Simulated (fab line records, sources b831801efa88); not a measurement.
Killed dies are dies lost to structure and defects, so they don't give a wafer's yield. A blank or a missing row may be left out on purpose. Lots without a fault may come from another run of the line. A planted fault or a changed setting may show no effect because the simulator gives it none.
fab line records | flow sky130
record lots=6 wafers=18 last_day=49
route steps=708 shown VIA2@527 METAL3@532 CAPM@537 PAD_OPEN@708
lots that met no fault: from a run of the same line without faults
start_h: hours from the record's first day to the start of the lot's first wafer shown | wait_h: hours since the lot's step before | " the same as in the row above | L1.1+2: a row that stands for several wafers | - no value, or no start given | * or withheld: withheld | < > ~ a bound
route shown NAME@n: a module of which the file shows steps, and the number in the route of the first | usual: mean/standard deviation of fault-free wafers | same: alike in all rows | chamber/n: place in a boat | sites: the reading at each site | _std_site: their standard deviation | _edge_site: outer sites' mean less inner sites' | radius_mm: how far each site lies from the wafer's centre | mask NAME#n: copy n | behind: the tool/chamber that last shaped the wafer | hold: why the lot was held/for how many hours/how that ended | device: the transistor (n, p or np) that didn't switch | end of line: the same wafers' tests at the end of the route | a step without rows: its recipe alone | killed: dies lost to structure and defects at the first sort, not the wafer's yield | map: a wafer's dies, x killed, . not, _ none there
set.NAME: the setting as run; set.NAME@STEP: as run at that earlier step | model.NAME: the simulator's own value behind a step, which no gauge read
lots at some steps of the route; a table a step, a row a wafer
services: from which hour (start_h, from the record's first day; less than 0 if before it) a tool's chamber was out of use, for how many hours, and why
## steps
# step SKY_VIA2_SPUTTER_20
# recipe material=TiN target_thk_nm=20 chamber_pressure_pa=5 power_w=4000 time_s=80
# step SKY_VIA2_CVD_21
# recipe material=W target_thk_nm=420 time_s=126.4 temp_c=400 pressure_torr=40
# step SKY_VIA2_RS_MEAS_22
# recipe thk_meas_gauge=four-point-probe reads=W_of_VIA2_CVD_21+TiN_of_VIA2_SPUTTER_20
# usual VIA2_W_RS=0.2739/0.0028
# columns lot.wafer tool chamber start_h wait_h VIA2_W_RS[ohm/sq]
L974.3 film_metro-03 - 850.84 0.1 0.2720
L974.5 " - " " 0.2746
L974.6 " - " " 0.2684
L978.2 film_metro-02 - 898.47 0.1 0.2723
L978.3 " - " " 0.2766
L978.4 " - " " 0.2700
L982.1 film_metro-03 - 932.11 0.1 0.2757
L982.2 " - " " 0.2733
L982.3 " - " " 0.2794
L984.2 film_metro-03 - 934.95 0.1 0.2762
L984.3 " - " " 0.2718
L984.5 " - " " 0.2738
L983.3 film_metro-03 - 936.74 0.1 0.2732
L983.4 " - " " 0.2704
L983.6 " - " " 0.2720
L991.2 film_metro-01 - 977.63 0.1 0.2789
L991.3 " - " " 0.2770
L991.6 " - " " 0.2737
# step SKY_VIA2_THK_MEAS_23
# recipe thk_meas_gauge=xrf reads=W_of_VIA2_CVD_21
# usual VIA2_W_THK=422/8.7
# columns lot.wafer tool chamber start_h wait_h VIA2_W_THK[nm]
L974.3 film_metro-03 - 850.94 0.1 418
L974.5 " - " " 410
L974.6 " - " " 421
L978.2 film_metro-02 - 898.58 0.1 422
L978.3 " - " " 415
L978.4 " - " " 424
L982.1 film_metro-03 - 932.23 0.1 416
L982.2 " - " " 420
L982.3 " - " " 409
L984.2 film_metro-03 - 935.06 0.1 416
L984.3 " - " " 420
L984.5 " - " " 417
L983.3 film_metro-03 - 936.84 0.1 415
L983.4 " - " " 424
L983.6 " - " " 415
L991.2 film_metro-01 - 977.74 0.1 420
L991.3 " - " " 427
L991.6 " - " " 430
# step SKY_VIA2_CMP_24
# recipe stop_on=SiO2 t_overpolish_s=20 down_force_psi=3.5 platen_rpm=60 target_thk_nm=0 pad_velocity_m_s=0.94248
# usual motor_current_A=10.5/0.86 overpolish_run_s=20.000/0.009 time_to_endpoint_s=102/3.6
# columns lot.wafer tool chamber start_h wait_h motor_current_A overpolish_run_s time_to_endpoint_s
L974.3 cmp-02 1 850.98 0.0 11.3 20.002 100
L974.5 " 1 " " 10.2 20.001 96
L974.6 " 2 " " 11.2 20.004 101
L978.3 cmp-02 3 898.63 0.0 10.1 20.002 101
L978.4 " 0 " " 11.0 20.005 101
L978.2 " 1 " " 10.1 19.998 102
L982.2 cmp-02 2 932.29 0.0 10.8 19.999 99
L982.3 " 3 " " 10.4 19.991 100
L982.1 " 0 " " 11.4 20.010 97
L984.2 cmp-01 1 935.11 0.0 9.5 20.003 105
L984.3 " 0 " " 11.4 20.011 102
L984.5 " 2 " " 11.0 19.994 102
L983.3 cmp-01 0 936.88 0.0 11.6 19.989 103
L983.4 " 2 " " 10.6 20.008 104
L983.6 " 1 " " 9.7 19.999 106
L991.3 cmp-02 2 977.89 0.1 10.8 20.008 102
L991.2 " 3 " " 10.3 20.017 98
L991.6 " 1 " " 10.5 19.990 106
# step SKY_METAL3_SPUTTER_00
# recipe material=Ti target_thk_nm=15 power_w=2934 time_s=10 chamber_pressure_pa=0.4
# step SKY_METAL3_SPUTTER_01
# recipe material=TiN target_thk_nm=20 power_w=6500 time_s=16.7 chamber_pressure_pa=0.4
# step SKY_METAL3_SPUTTER_02
# recipe material=AlCu target_thk_nm=735 power_w=10600 time_s=39.1 chamber_pressure_pa=0.4
# usual chamber_pressure_pa=0.3999/0.0008 throttle_valve_pct=30.5/0.74
# columns lot.wafer tool chamber start_h wait_h chamber_pressure_pa throttle_valve_pct
L974.3 pvd_sputter-01 - 851.33 0.0 0.4006 30.7
L974.5 " - " " 0.3998 30.6
L974.6 " - " " 0.4010 30.1
L978.2 pvd_sputter-03 - 898.98 0.0 0.3988 30.0
L978.3 " - " " 0.4000 31.2
L978.4 " - " " 0.4003 30.8
L982.1 pvd_sputter-03 - 932.64 0.0 0.4000 30.8
L982.2 " - " " 0.3987 31.3
L982.3 " - " " 0.3999 31.2
L984.2 pvd_sputter-01 - 935.46 0.0 0.4009 30.1
L984.3 " - " " 0.3992 30.1
L984.5 " - " " 0.4000 29.8
L983.3 pvd_sputter-03 - 937.23 0.0 0.3989 31.0
L983.4 " - " " 0.4004 30.4
L983.6 " - " " 0.3992 30.9
L991.2 pvd_sputter-03 - 978.14 0.0 0.4003 31.3
L991.3 " - " " 0.3996 31.5
L991.6 " - " " 0.4006 31.3
# step SKY_METAL3_SPUTTER_03
# recipe material=Ti target_thk_nm=5 power_w=3000 time_s=3.3 chamber_pressure_pa=0.4
# usual chamber_pressure_pa=0.3999/0.00073 throttle_valve_pct=30.5/0.73
# columns lot.wafer tool chamber start_h wait_h chamber_pressure_pa throttle_valve_pct
L974.3 pvd_sputter-01 - 851.37 0.0 0.4005 30.5
L974.5 " - " " 0.3998 30.8
L974.6 " - " " 0.4000 30.1
L978.2 pvd_sputter-03 - 899.02 0.0 0.4000 30.0
L978.3 " - " " 0.4007 31.5
L978.4 " - " " 0.3998 30.8
L982.1 pvd_sputter-03 - 932.68 0.0 0.4000 30.7
L982.2 " - " " 0.3999 31.4
L982.3 " - " " 0.3999 31.3
L984.2 pvd_sputter-01 - 935.50 0.0 0.4007 29.6
L984.3 " - " " 0.3993 30.0
L984.5 " - " " 0.3998 29.9
L983.3 pvd_sputter-03 - 937.27 0.0 0.4010 31.3
L983.4 " - " " 0.3990 30.8
L983.6 " - " " 0.4005 30.5
L991.2 pvd_sputter-03 - 978.18 0.0 0.3990 31.4
L991.3 " - " " 0.4005 31.2
L991.6 " - " " 0.3993 31.1
# step SKY_METAL3_SPUTTER_04
# recipe material=TiN target_thk_nm=70 power_w=6500 time_s=58.3 chamber_pressure_pa=0.4
# step SKY_CAPM_CVD_00
# recipe material=SiO2 target_thk_nm=15.5 temp_c=400 time_s=withheld rf_w=450
# step SKY_CAPM_THK_MEAS_01
# recipe reads=SiO2_of_CAPM_CVD_00
# usual CAPM_CVD_00_THK=15.54/0.21
# columns lot.wafer tool chamber start_h wait_h CAPM_CVD_00_THK[nm]
L974.3 film_metro-04 - 851.48 - 15.51
L974.5 " - " " 15.81
L974.6 " - " " 15.75
L978.2 film_metro-01 - 899.12 - 15.46
L978.3 " - " " 15.33
L978.4 " - " " 15.61
L982.1 film_metro-02 - 932.77 - 15.94
L982.2 " - " " 15.79
L982.3 " - " " 15.66
L984.2 film_metro-02 - 935.60 - 15.11
L984.3 " - " " 15.50
L984.5 " - " " 15.60
L983.3 film_metro-02 - 937.38 - 15.65
L983.4 " - " " 15.90
L983.6 " - " " 16.07
L991.2 film_metro-02 - 978.28 - 15.26
L991.3 " - " " 15.36
L991.6 " - " " 15.61
# step SKY_CAPM_SPUTTER_02
# recipe material=TiN target_thk_nm=200 temp_c=300 power_w=6500 time_s=166.7 chamber_pressure_pa=0.4
# usual chamber_pressure_pa=0.4001/0.00076 throttle_valve_pct=30.2/0.7
# columns lot.wafer tool chamber start_h wait_h chamber_pressure_pa throttle_valve_pct
L974.3 pvd_sputter-02 - 851.52 0.0 0.3995 29.9
L974.5 " - " " 0.4013 30.5
L974.6 " - " " 0.3987 30.0
L978.2 pvd_sputter-02 - 899.17 0.0 0.4009 28.6
L978.3 " - " " 0.4000 30.4
L978.4 " - " " 0.4000 31.2
L982.1 pvd_sputter-04 - 932.83 0.1 0.3999 31.0
L982.2 " - " " 0.4004 29.7
L982.3 " - " " 0.4001 30.1
L984.2 pvd_sputter-04 - 935.65 0.0 0.3993 30.1
L984.3 " - " " 0.3996 31.3
L984.5 " - " " 0.4004 29.7
L983.3 pvd_sputter-04 - 937.42 0.0 0.4003 29.9
L983.4 " - " " 0.3993 30.3
L983.6 " - " " 0.4004 30.2
L991.2 pvd_sputter-02 - 978.33 0.0 0.4010 30.6
L991.3 " - " " 0.4010 31.4
L991.6 " - " " 0.4002 30.5
# step SKY_CAPM_RS_MEAS_03
# recipe thk_meas_gauge=four-point-probe reads=TiN_of_CAPM_SPUTTER_02
# usual CAPM_TIN_RS=6.90/0.059
# columns lot.wafer tool chamber start_h wait_h CAPM_TIN_RS[ohm/sq]
L974.3 film_metro-02 - 851.67 0.1 6.90
L974.5 " - " " 6.95
L974.6 " - " " 6.92
L978.2 film_metro-02 - 899.30 0.1 7.00
L978.3 " - " " 6.92
L978.4 " - " " 6.94
L982.1 film_metro-01 - 932.94 0.1 6.79
L982.2 " - " " 6.86
L982.3 " - " " 6.85
L984.2 film_metro-04 - 935.78 0.1 6.85
L984.3 " - " " 6.80
L984.5 " - " " 6.86
L983.3 film_metro-04 - 937.57 0.1 6.93
L983.4 " - " " 6.97
L983.6 " - " " 7.00
L991.2 film_metro-04 - 978.46 0.1 6.79
L991.3 " - " " 6.74
L991.6 " - " " 6.80
# step SKY_CAPM_THK_MEAS_04
# recipe thk_meas_gauge=xrf reads=TiN_of_CAPM_SPUTTER_02
# usual CAPM_TIN_THK=202.3/1.9
# columns lot.wafer tool chamber start_h wait_h CAPM_TIN_THK[nm]
L974.3 film_metro-02 - 851.77 0.1 202.7
L974.5 " - " " 201.5
L974.6 " - " " 202.8
L978.2 film_metro-02 - 899.41 0.1 200.7
L978.3 " - " " 202.7
L978.4 " - " " 201.9
L982.1 film_metro-01 - 933.06 0.1 206.3
L982.2 " - " " 204.2
L982.3 " - " " 205.0
L984.2 film_metro-04 - 935.89 0.1 202.7
L984.3 " - " " 203.7
L984.5 " - " " 201.9
L983.3 film_metro-04 - 937.67 0.1 199.6
L983.4 " - " " 199.2
L983.6 " - " " 199.2
L991.2 film_metro-04 - 978.57 0.1 204.8
L991.3 " - " " 205.3
L991.6 " - " " 203.2
# step SKY_CAPM_DEHYDRATE_05
# recipe temp_c=200 time_s=60
# step SKY_CAPM_HMDS_06
# recipe prime_time_s=60 prime_temp_c=120
# step SKY_CAPM_COAT_07
# recipe resist=NOVOLAK spin_rpm=3000 resist_thk_nm=1140
# step SKY_CAPM_SOFTBAKE_08
# recipe temp_c=90 time_s=60 resist=NOVOLAK
# step SKY_CAPM_EXPOSE_09
# recipe mask_id=CAPM na=0.6 source_shape=conventional sigma_outer=0.6 polarization=unpolarized target_cd_nm=1000 dose_mj=159
# step SKY_CAPM_PEB_10
# recipe temp_c=withheld time_s=* resist=NOVOLAK
# step SKY_CAPM_DEVELOP_11
# recipe resist=NOVOLAK developer=TMAH develop_time_s=60 dev_temp_c=23
# step SKY_CAPM_OVL_MEAS_12
# usual CAPM_OVL=-0.6/1.3
# columns lot.wafer tool chamber start_h wait_h CAPM_OVL[nm]
L974.3 overlay-01 - 877.26 0.1 -1.5
L974.5 " - " " 1.9
L974.6 " - " " -0.2
L978.2 overlay-02 - 924.61 0.1 0.8
L978.3 " - " " 1.1
L978.4 " - " " 0.6
L982.1 overlay-02 - 956.89 0.1 0.9
L982.2 " - " " 0.0
L982.3 " - " " -0.2
L984.2 overlay-01 - 959.59 0.1 -2.5
L984.3 " - " " -1.2
L984.5 " - " " -1.6
L983.3 overlay-01 - 961.80 0.1 -1.0
L983.4 " - " " -0.2
L983.6 " - " " 1.5
L991.2 overlay-01 - 1001.25 0.1 -3.2
L991.3 " - " " -1.0
L991.6 " - " " -2.8
# step SKY_CAPM_METAL_ETCH_13
# recipe target_depth_nm=220 stop_on=SiO2 chemistry=Cl2/BCl3 target=TiN pressure_mtorr=10 icp_w=900 bias_w=48.5 Cl2_flow_sccm=60 bcl3_flow_sccm=30 time_s=62.9
# usual bias_w=48.50/0.14 drypump_motor_current_A=5.2/0.49 oes_product_au=0.943/0.006 throttle_valve_pct=21.901/0.0095
# columns lot.wafer tool chamber start_h wait_h bias_w drypump_motor_current_A oes_product_au rf_hours_counter_h throttle_valve_pct
L974.3 rie_metal-04 0 877.31 0.0 48.33 5.8 0.944 - 21.899
L974.5 " 1 " " 48.60 5.1 0.937 - 21.893
L974.6 " 0 " " 48.26 5.8 0.945 - 21.903
L978.2 rie_metal-03 1 924.64 0.0 48.34 5.2 0.932 6 21.914
L978.3 " 1 " " 48.51 5.2 0.940 - 21.927
L978.4 " 0 " " 48.58 6.1 0.937 - 21.903
L982.1 rie_metal-04 1 956.92 0.0 48.51 5.0 0.940 1 21.889
L982.2 " 0 " " 48.42 5.7 0.958 15 21.900
L982.3 " 1 " " 48.65 5.1 0.946 - 21.898
L984.2 rie_metal-01 1 959.62 0.0 48.47 4.7 0.946 15 21.886
L984.3 " 1 " " 48.60 4.7 0.950 - 21.899
L984.5 " 0 " " 48.64 5.0 0.951 - 21.910
L983.3 rie_metal-01 1 961.85 0.0 48.53 4.7 0.936 - 21.894
L983.4 " 0 " " 48.51 5.0 0.937 - 21.896
L983.6 " 1 " " 48.47 4.7 0.933 - 21.907
L991.2 rie_metal-01 1 1001.28 0.0 48.48 4.7 0.949 17 21.914
L991.3 " 0 " " 48.35 5.0 0.947 - 21.887
L991.6 " 1 " " 48.68 4.7 0.948 - 21.888
# step SKY_CAPM_STRIP_14
# recipe chemistry=O2/N2 power_w=1400 pressure_mtorr=1500 platen_temp_c=withheld o2_flow_sccm=3000 n2_flow_sccm=300 overash_fraction=0.5
# step SKY_CAPM_STRIP_15
# recipe chemistry=post_etch_residue_remover time_s=1200 temp_c=72.5
# step SKY_CAPM_CLEAN_16
# recipe chemistry=IPA time_s=180 temp_c=25
# step SKY_CAPM_CLEAN_17
# recipe chemistry=O3/DIW dry=n2_spin
# step SKY_METAL3_DEHYDRATE_05
# recipe temp_c=200 time_s=60
# step SKY_METAL3_HMDS_06
# recipe prime_time_s=60 prime_temp_c=120
# step SKY_METAL3_COAT_07
# recipe resist=BARC temp_c=withheld time_s=withheld spin_rpm=3000 resist_thk_nm=60
# step SKY_METAL3_COAT_08
# recipe resist=KrF-thick spin_rpm=3000 resist_thk_nm=1140
# step SKY_METAL3_SOFTBAKE_09
# recipe temp_c=100.7 time_s=90 resist=KrF-thick
# step SKY_METAL3_EXPOSE_10
# recipe mask_id=MM3 na=0.68 source_shape=annular sigma_inner=0.4 sigma_outer=0.8 target_cd_nm=300 dose_mj=28
# step SKY_METAL3_PEB_11
# recipe peb_temp_c=withheld peb_time_s=withheld resist=KrF-thick
# step SKY_METAL3_DEVELOP_12
# recipe develop_time_s=60 resist=KrF-thick dev_temp_c=21
# step SKY_METAL3_CD_MEAS_13
# recipe target_cd_nm=300
# usual cd_nm=299.6/1.5
# columns lot.wafer tool chamber start_h wait_h cd_nm
L974.3 cd_sem-02 - 903.80 - 298.3
L974.5 " - " " 299.8
L974.6 " - " " 299.8
L978.2 cd_sem-01 - 949.68 - 300.8
L978.3 " - " " 301.1
L978.4 " - " " 300.9
L982.1 cd_sem-01 - 981.28 - 300.6
L982.2 " - " " 302.2
L982.3 " - " " 299.8
L984.2 cd_sem-02 - 983.85 - 298.1
L984.3 " - " " 298.8
L984.5 " - " " 296.7
L983.3 cd_sem-01 - 986.17 - 298.0
L983.4 " - " " 299.1
L983.6 " - " " 298.4
L991.2 cd_sem-02 - 1025.22 - 301.7
L991.3 " - " " 300.8
L991.6 " - " " 301.6
# step SKY_METAL3_OVL_MEAS_14
# usual METAL3_OVL=-1/5.7
# columns lot.wafer tool chamber start_h wait_h METAL3_OVL[nm]
L974.3 overlay-02 - 903.89 0.1 -5
L974.5 " - " " -3
L974.6 " - " " 0
L978.2 overlay-01 - 949.78 0.1 -3
L978.3 " - " " -2
L978.4 " - " " 0
L982.1 overlay-02 - 981.40 0.1 5
L982.2 " - " " 4
L982.3 " - " " 3
L984.2 overlay-01 - 983.96 0.1 -4
L984.3 " - " " -1
L984.5 " - " " 2
L983.3 overlay-01 - 986.27 0.1 9
L983.4 " - " " 3
L983.6 " - " " 3
L991.2 overlay-02 - 1025.32 0.1 -13
L991.3 " - " " 3
L991.6 " - " " 1
# step SKY_METAL3_DESCUM_15
# recipe chemistry=O2 source_power_w=150 bias_power_w=0 pressure_mtorr=10 temp_c=40 time_s=8
# step SKY_METAL3_ETCH_16
# recipe chemistry=N2/H2 target=BARC ion_energy_ev=200 bias_w=100 pressure_mtorr=30 n2_flow_sccm=100 h2_flow_sccm=200 icp_w=500 stop_on=SiO2 time_s=88.2 target_depth_a=600
# step SKY_METAL3_ETCH_17
# recipe target=SiO2 stop_on=TiN chemistry=C4F8/O2/Ar source_w=1500 bias_w=1200 pressure_mtorr=40 c4f8_flow_sccm=withheld O2_flow_sccm=6 Ar_flow_sccm=300 time_s=3.9 target_depth_a=150
# usual bias_w=1200/3.9 oes_product_au=0.756/0.0065
# columns lot.wafer tool chamber start_h wait_h bias_w oes_product_au
L974.3 rie_diel-04 0 904.05 0.0 1199 0.756
L974.5 " 3 " " 1194 0.758
L974.6 " 2 " " 1194 0.762
L978.2 rie_diel-02 2 949.95 0.1 1197 0.766
L978.3 " 1 " " 1207 0.755
L978.4 " 0 " " 1201 0.754
L982.1 rie_diel-03 3 982.30 0.2 1198 0.757
L982.2 " 2 " " 1205 0.760
L982.3 " 1 " " 1194 0.760
L984.2 rie_diel-02 0 984.12 0.1 1201 0.749
L984.3 " 3 " " 1202 0.759
L984.5 " 1 " " 1199 0.759
L983.3 rie_diel-04 3 986.42 0.0 1203 0.754
L983.4 " 1 " " 1203 0.768
L983.6 " 3 " " 1195 0.767
L991.2 rie_diel-04 1 1025.48 0.1 1199 0.746
L991.3 " 2 " " 1196 0.751
L991.6 " 2 " " 1198 0.753
# step SKY_METAL3_METAL_ETCH_18
# recipe target_depth_a=8450 stop_on=SiO2 over_etch_frac=0.3 time_s=183.1 chemistry=Cl2/BCl3 resist_sidewall_deg=88 pressure_mtorr=10 icp_w=900 bias_w=48.5 Cl2_flow_sccm=60 bcl3_flow_sccm=30
# step SKY_PAD_OPEN_PROBE_99
# usual defect_limited_yield=82.6/1.9 killed_at_M0_to_M3=43/6.9 killed_at_M4_up=3.0/1.8 killed_at_contacts=24/4.8 killed_at_front_end=15/4.5 killed_at_other=0.4/0.67 killed_dies=86/9.2 killed_open=46/6.9 killed_short=39/6 sort_bin_3_pad_short=0.8/0.39 sort_bin_5_function=10.2/1.3 sort_bin_6_memory=6.3/1.2 sort_n_pass=406/9.2 sort_yield_pct=82.6/1.9
# same gross_dies=492 killed_at_back_side=0 sort_bin_4_leakage[%]=0 sort_bin_8_speed[%]=0
# columns lot.wafer tool chamber start_h wait_h defect_limited_yield[%] killed_at_M0_to_M3 killed_at_M4_up killed_at_contacts killed_at_front_end killed_at_other killed_dies killed_open killed_short sort_bin_3_pad_short[%] sort_bin_5_function[%] sort_bin_6_memory[%] sort_n_pass sort_yield_pct[%] model.etest.tester.sort_n_pass model.etest.tester.sort_yield_pct model.etest.tester.sort_bin_5_pct model.etest.tester.sort_bin_3_pct
L974.3 prober-02 - 1075.65 0.2 84.3 35 8 26 8 0 77 43 34 0.2 7.7 7.7 415 84.3 415 84.35 7.724 0.2033
L974.5 prober-02 - 1075.75 0.2 80.7 57 0 27 11 0 95 50 45 0.6 11.0 7.7 397 80.7 397 80.69 10.98 0.6098
L974.6 prober-02 - 1075.80 0.2 84.3 35 1 27 14 0 77 39 38 0.8 9.1 5.7 415 84.3 415 84.35 9.146 0.813
L978.2 prober-02 - 1117.43 0.1 79.1 46 2 30 25 0 103 55 47 0.8 11.0 9.1 389 79.1 389 79.06 10.98 0.813
L978.3 prober-02 - 1117.48 0.2 80.3 52 5 21 17 2 97 53 42 0.6 10.4 8.7 395 80.3 395 80.28 10.37 0.6098
L978.4 prober-02 - 1117.53 0.2 81.5 48 1 23 18 1 91 46 45 1.2 11.0 6.3 401 81.5 401 81.5 10.98 1.22
L984.2 prober-01 - 1144.62 0.1 72.0 41 0 28 16 53 138 46 39 2.8 17.1 8.1 354 72.0 354 71.95 17.07 2.846
L984.3 prober-01 - 1144.67 0.2 75.6 45 4 20 13 38 120 44 37 2.4 14.6 7.3 372 75.6 372 75.61 14.63 2.439
L984.5 prober-01 - 1144.77 0.2 79.3 37 6 18 8 33 102 33 36 2.2 13.8 4.7 390 79.3 390 79.27 13.82 2.236
L983.3 prober-02 - 1145.99 0.2 77.2 31 8 21 18 34 112 39 39 2.0 15.4 5.3 380 77.2 380 77.24 15.45 2.033
L983.4 prober-02 - 1146.04 0.2 73.8 35 7 29 10 48 129 38 43 2.6 17.7 5.9 363 73.8 363 73.78 17.68 2.642
L983.6 prober-02 - 1146.14 0.2 71.7 37 6 21 25 50 139 49 40 2.2 17.3 8.7 353 71.7 353 71.75 17.28 2.236
L991.2 prober-02 - 1177.01 0.1 81.1 52 4 24 13 0 93 48 45 1.2 12.2 5.5 399 81.1 399 81.1 12.2 1.22
L991.3 prober-02 - 1177.06 0.2 81.3 42 3 30 17 0 92 58 34 0.6 11.0 7.1 400 81.3 400 81.3 10.98 0.6098
L991.6 prober-02 - 1177.21 0.2 83.7 40 0 20 20 0 80 48 30 0.4 9.6 6.3 412 83.7 412 83.74 9.553 0.4065
# killed by level:class
L974.3 CONTACT:geometric_particle:open=11 VIA1:geometric_particle:open=10 LI_CONTACT:geometric_particle:open=5 CONTACT:geometric_particle:short=5 VIA2:geometric_particle:short=5 VIA2:geometric_particle:open=5 METAL4:geometric_particle:short=5 POLY_GATE:geometric_particle:short=4
L974.5 VIA1:geometric_particle:open=11 CONTACT:geometric_particle:open=11 METAL1:geometric_particle:short=11 VIA3:geometric_particle:open=10 LOCAL_INTERCONNECT:geometric_particle:short=7 METAL2:geometric_particle:short=7 LI_CONTACT:geometric_particle:open=4 VIA2:geometric_particle:open=4
L974.6 VIA1:geometric_particle:open=7 VIA3:geometric_particle:open=7 LI_CONTACT:geometric_particle:open=6 LI_CONTACT:geometric_particle:short=6 CONTACT:geometric_particle:short=6 CONTACT:geometric_particle:open=5 VIA1:geometric_particle:short=5 VIA2:geometric_particle:open=5
L978.2 CONTACT:geometric_particle:open=12 VIA3:geometric_particle:open=10 VIA1:geometric_particle:open=10 POLY_GATE:geometric_particle:short=8 LI_CONTACT:geometric_particle:open=8 VIA1:geometric_particle:short=6 CONTACT:geometric_particle:short=6 VIA2:geometric_particle:open=6
L978.3 VIA1:geometric_particle:open=13 VIA2:geometric_particle:open=10 METAL2:geometric_particle:short=9 CONTACT:geometric_particle:short=7 LI_CONTACT:geometric_particle:open=6 VIA3:geometric_particle:open=6 POLY_GATE:geometric_particle:open=5 FIELD_ISO:geometric_particle:short=4
L978.4 VIA1:geometric_particle:open=16 LI_CONTACT:geometric_particle:open=7 FIELD_ISO:geometric_particle:short=6 VIA1:geometric_particle:short=6 VIA3:geometric_particle:open=6 LI_CONTACT:geometric_particle:short=5 METAL2:geometric_particle:short=5 POLY_GATE:geometric_particle:open=4
L984.2 CAPM:unspecified=53 CONTACT:geometric_particle:open=10 VIA3:geometric_particle:open=9 METAL2:geometric_particle:short=8 CONTACT:geometric_particle:short=7 METAL1:geometric_particle:short=7 LI_CONTACT:geometric_particle:open=6 POLY_GATE:geometric_particle:short=5
L984.3 CAPM:unspecified=38 VIA1:geometric_particle:open=9 VIA3:geometric_particle:open=7 LOCAL_INTERCONNECT:geometric_particle:short=6 CONTACT:geometric_particle:open=6 VIA2:geometric_particle:short=6 VIA2:geometric_particle:open=6 LI_CONTACT:geometric_particle:open=5
L984.5 CAPM:unspecified=33 LI_CONTACT:geometric_particle:open=8 VIA1:geometric_particle:open=8 METAL2:geometric_particle:short=7 VIA3:geometric_particle:open=6 VIA2:geometric_particle:open=4 METAL1:geometric_particle:short=4 METAL3:geometric_particle:short=4
L983.3 CAPM:unspecified=34 LI_CONTACT:geometric_particle:open=8 CONTACT:geometric_particle:open=7 METAL1:geometric_particle:short=7 METAL4:geometric_particle:short=7 VIA1:geometric_particle:open=5 FIELD_ISO:geometric_particle:short=4 POLY_GATE:geometric_particle:short=4
L983.4 CAPM:unspecified=48 CONTACT:geometric_particle:open=13 VIA1:geometric_particle:open=7 CONTACT:geometric_particle:short=7 VIA1:geometric_particle:short=7 METAL2:geometric_particle:short=6 LI_CONTACT:geometric_particle:open=5 METAL4:geometric_particle:short=5
L983.6 CAPM:unspecified=50 VIA1:geometric_particle:open=13 FIELD_ISO:geometric_particle:open=9 POLY_GATE:geometric_particle:short=7 VIA1:geometric_particle:short=6 LI_CONTACT:geometric_particle:open=5 VIA3:geometric_particle:open=5 LOCAL_INTERCONNECT:geometric_particle:short=4
L991.2 CONTACT:geometric_particle:open=12 METAL1:geometric_particle:short=12 LI_CONTACT:geometric_particle:open=8 VIA1:geometric_particle:short=8 VIA1:geometric_particle:open=8 VIA2:geometric_particle:open=6 VIA3:geometric_particle:open=5 FIELD_ISO:geometric_particle:short=4
L991.3 VIA1:geometric_particle:open=13 LI_CONTACT:geometric_particle:open=12 CONTACT:geometric_particle:open=8 VIA3:geometric_particle:open=7 VIA2:geometric_particle:open=6 FIELD_ISO:geometric_particle:open=5 VIA1:geometric_particle:short=5 POLY_GATE:geometric_particle:short=5
L991.6 CONTACT:geometric_particle:open=9 VIA1:geometric_particle:open=9 LI_CONTACT:geometric_particle:open=7 FIELD_ISO:geometric_particle:short=6 VIA2:geometric_particle:open=6 FIELD_ISO:geometric_particle:open=6 VIA3:geometric_particle:open=5 METAL1:geometric_particle:short=4
# map L983.6 (x killed, . not)
__________.x........_________
________xx.......x...._______
______x.x......x...x...._____
_____..x.x.x.x......x.x..____
____x.....x.xx............___
___.xx.........xx.x.xxx....__
__.x.x.........xxxxxxxx.x.x._
_.........xx.x.xxxxxxxxx..x..
_....xx.x..x...xxxxxxxx......
_....x....x...x.xxxxxx.xx..xx
_...x........x..xxxxx.x...x.x
_...x............xxxxx.......
_x..........x......xx.x..x...
_.x....x...x..........xx...x.
_.x.......x.......x...x.x....
__...x..xx.....x.........x.._
___x..x....x....x..........__
____xx....x....x...x....x.___
_____x.....x.x...x.x.....____
______.x....x....x...xx._____
________..........x..._______
__________..x...xx.x_________
# map L984.2 (x killed, . not)
__________..x......x_________
________....x........x_______
______.x...xx..........x_____
_____xxx.....x..x....x..x____
____...........x.x.xx...x.___
___.xx.xx...xxx..xxxxxx.x..__
__.....x.......xxxxxxxxxx..._
_.xxx..x.xxx...xxxxxxxxxx....
_.............xxxxxxxxx......
_..x...........xxxxxxxxx..x.x
_x...........x...xxxx.xx.....
_.....x.....xx....xx.x.......
_.......xx....x.x.x..xx...x..
_x..x............xx...x......
_....................x..x.xx.
__...xx.....x....x.....x.xxx_
___...........x..x.x....xx.__
____..x...................___
_____.....x.....x........____
______..........x......x_____
________........xx..x._______
__________....x.xx.._________
## services
# columns tool chamber start_h hours kind
rie_metal-01 - 828.85 0.3 repair
pvd_sputter-03 - 841.87 4.8 repair
cmp-01 - 844.10 3.7 repair
cmp-01 - 847.82 6.6 pm
rie_diel-02 - 854.07 0.7 repair
cmp-02 - 862.36 2.9 pm
cmp-02 - 866.93 4.5 pm
rie_diel-04 3 882.70 2.9 repair
rie_metal-04 - 887.94 1.4 pm
pvd_sputter-01 - 895.84 12.0 repair
rie_diel-02 1 907.00 5.2 repair
cmp-02 - 912.00 4.0 pm
cmp-01 - 920.27 1.8 repair
cmp-02 - 924.68 0.9 repair
pvd_sputter-01 - 942.08 3.2 repair
cmp-02 - 943.38 2.7 repair
pvd_sputter-04 - 943.85 4.6 repair
pvd_sputter-04 - 964.83 0.5 repair
cmp-02 - 978.58 4.5 repair
rie_metal-01 - 997.18 0.3 repair
cmp-02 - 999.97 1.1 repair
rie_diel-04 2 1002.61 5.2 repair
pvd_sputter-01 - 1005.36 0.5 repair
rie_diel-04 1 1009.22 2.2 repair
## key
first_sign step=SKY_PAD_OPEN_PROBE_99 reading=killed_at_other direction=up sigmas=42 usual=0.4 struck=42.7
effect step=SKY_PAD_OPEN_PROBE_99 reading=sort_bin_5_function direction=up sigmas=4.3 usual=10.2 struck=16.0
model_effect step=SKY_PAD_OPEN_PROBE_99 value=etest.tester.sort_n_pass without=408.2 struck=368.7
met_at SKY_CAPM_SPUTTER_02
struck_wafers L983.3,L983.4,L983.6,L984.2,L984.3,L984.5
onset_between 932.83 935.65
also_fits SKY_VIA2_CMP_24:cmp-01
fault kind=chamber_particle_source tool=pvd_sputter-04 chamber=- onset_h=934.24 steps=SKY_CAPM_SPUTTER_02 rate_per_visit_cm2=0.67233 end_h=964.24
